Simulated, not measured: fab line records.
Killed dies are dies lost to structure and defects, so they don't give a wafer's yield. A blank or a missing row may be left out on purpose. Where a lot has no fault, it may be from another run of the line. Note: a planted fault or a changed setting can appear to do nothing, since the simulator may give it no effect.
A lot that was struck, set against a sound lot | flow sky130 | 29 steps out of a route of 708
Sound: the wafers L520.2, L520.4, L520.5. The struck wafers were L531.2, L531.3, L531.5. The cause is given at the end.
For every step that has rows: the tool of each side, followed by ch and its chambers, followed by its first start. Under that, the readings that differ: sound wafers | struck wafers | difference of the means | sigmas: that difference in standard deviations of wafers without a fault.
alike: readings whose means differ by less than 2 such deviations, and words and numbers that are the same on both sides. not compared: withheld readings, readings that some wafer has no value for, bounds like >300 that may hide the same value, and numbers for which the record gives no deviation and whose values overlap.
A row with sigmas, a row that says differs or no value, or rows on one side alone: a step with any of these is where the two part. Numbers that don't overlap but have no deviation are shown without sigmas and don't part them. A reading missing from all wafers of one side parts the sides only when that side holds two or more wafers.

first, 6 steps without rows for these wafers: SKY_SD_N_IMPLANT_09; SKY_SD_N_IMPLANT_10; SKY_SD_N_STRIP_11 (strips in O2/N2); SKY_SD_N_CLEAN_13 (cleans in SC1/SC2, time 150 s); SKY_SD_N_RTA_14 (time 2 s); SKY_SALICIDE_CLEAN_00 (cleans in HF-last, time 30 s).
SKY_LI_CONTACT_HDPCVD_00: deposits PSG, target thk 930 nm, time 150.6 s.
  sound on hdpcvd-01 ch 0,2, day 28 14:25; struck on hdpcvd-01 ch 0,1,2, day 32 15:19
  alike: pressure-mtorr
then, 21 steps without rows for these wafers: SKY_LI_CONTACT_CMP_02 (polishes PSG); SKY_LI_CONTACT_DEHYDRATE_04 (time 60 s); SKY_LI_CONTACT_HMDS_05 (prime time 60 s); SKY_LI_CONTACT_COAT_06 (resist thk 60 nm); SKY_LI_CONTACT_COAT_07 (resist thk 450 nm); SKY_LI_CONTACT_SOFTBAKE_08 (time 90 s); SKY_LI_CONTACT_EXPOSE_09 (exposes mask LICM1, target cd 170 nm); SKY_LI_CONTACT_PEB_10; SKY_LI_CONTACT_DEVELOP_11 (develop time 60 s); SKY_LI_CONTACT_ETCH_14 (etches BARC in N2/H2, stops on SiO2, time 45.9 s, target depth 60 nm); SKY_LI_CONTACT_ETCH_15 (etches PSG in C4F8/O2/Ar, stops on Si, target depth 600 nm); SKY_LI_CONTACT_STRIP_16 (strips in O2/N2); SKY_LI_CONTACT_CLEAN_17 (cleans in NMP, time 600 s); SKY_LI_CONTACT_PRE_CLEAN_18 (time 5.6 s); SKY_LI_CONTACT_SPUTTER_19 (material Ti, target thk 20 nm, time 106.37 s); SKY_LI_CONTACT_SPUTTER_20 (material TiN, target thk 20 nm, time 80 s); SKY_LI_CONTACT_CVD_21 (deposits W, target thk 400 nm, time 120.56 s); SKY_LI_CONTACT_CMP_24 (polishes, stops on PSG, t overpolish 20 s, target thk 0 nm); SKY_LOCAL_INTERCONNECT_SPUTTER_00 (material TiN, target thk 100 nm, time 83.3 s); SKY_LOCAL_INTERCONNECT_DEHYDRATE_03 (time 60 s); SKY_LOCAL_INTERCONNECT_HMDS_04 (prime time 60 s).
-- a jump in the record: the struck wafers' starts before and after are 17 days apart (it breaks off in module LOCAL_INTERCONNECT and resumes in module PAD_OPEN, where the first step shown is number 708 of the route) --
SKY_PAD_OPEN_PROBE_99:
  struck on prober-02, day 49 06:00; sound on prober-01, day 46 03:26
  reading            | sound    | struck                                                                     | difference                   | sigmas
  hold               | - - -    | await-dispo/3.7h/release await-dispo/3.7h/release await-dispo/3.7h/release | no value on the sound wafers |
  killed-at-contacts | 24 26 24 | 44 87 61                                                                   | +39                          | +7
  killed-dies        | 92 96 82 | 101 134 116                                                                | +27                          | +3
  alike: killed_at_M0_to_M3, killed_at_M4_up, killed-at-front-end, killed-at-other, killed-open, killed-short

## WHERE THEY PART
Within this record, at SKY_PAD_OPEN_PROBE_99 only.

WHY: whatever the simulator had introduced
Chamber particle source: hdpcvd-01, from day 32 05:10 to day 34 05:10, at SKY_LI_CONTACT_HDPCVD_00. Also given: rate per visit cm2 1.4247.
